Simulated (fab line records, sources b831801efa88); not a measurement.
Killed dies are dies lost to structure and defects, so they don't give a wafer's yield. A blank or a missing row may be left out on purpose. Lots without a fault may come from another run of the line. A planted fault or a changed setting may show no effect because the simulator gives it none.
One fault seen from 2 desks | flow gf180mcu | each desk has only its own numbers; what lay behind them comes last

THE TOOL OWNER'S DESK: pvd_sputter-03
The tool's own readings at GF_V1_SPUTTER_21 (material Ti, target thk 15 nm, time 80.02 s): means of the sampled wafers that have a number, for each lot that ran on this tool. A lot is out of limits, marked OUT, if its mean lies more than 4 standard deviations from the usual mean; the brackets give that distance.
Columns: A = substrate_temp_c at GF_V1_SPUTTER_21, usual 200.00 C; B = throttle_valve_pct at GF_V1_SPUTTER_21, usual 29.6 %
lot  | first seen here | A      | B
L863 | day 21 00:05    | 200.01 | 29.9
L873 | day 24 09:44    | 200.16 | 28.6
L874 | day 24 14:36    | 200.07 | 29.6
L876 | day 25 07:01    | 200.01 | 28.4
This desk's finding: nothing out of limits on any of the 4 lots.

THE METROLOGY DESK
What the gauges read, lot by lot, whatever tool the lot ran on: means of the sampled wafers that have a number. A lot is out of limits, marked OUT, if its mean lies more than 4 standard deviations from the usual mean; the brackets give that distance.
Columns: A = cd_nm at GF_V1_CD_MEAS_14, usual 260.1 nm; B = V1_OVL at GF_V1_OVL_MEAS_15, usual -3 nm
lot  | first seen here | A     | B
L856 | day 18 09:44    | 259.3 | -8
L861 | day 20 06:28    | 260.8 | -7
L863 | day 20 23:19    | 260.0 | -3
L870 | day 23 10:02    | 259.2 | -2
L873 | day 24 08:55    | 261.0 | 6
L874 | day 24 13:47    | 257.9 | -9
L876 | day 25 06:10    | 258.6 | -4
This desk's finding: nothing out of limits on any of the 7 lots.

PUT TOGETHER
The tool owner's desk saw nothing out of limits.
The metrology desk saw nothing out of limits.

WHAT THE SIMULATOR HAD PUT IN
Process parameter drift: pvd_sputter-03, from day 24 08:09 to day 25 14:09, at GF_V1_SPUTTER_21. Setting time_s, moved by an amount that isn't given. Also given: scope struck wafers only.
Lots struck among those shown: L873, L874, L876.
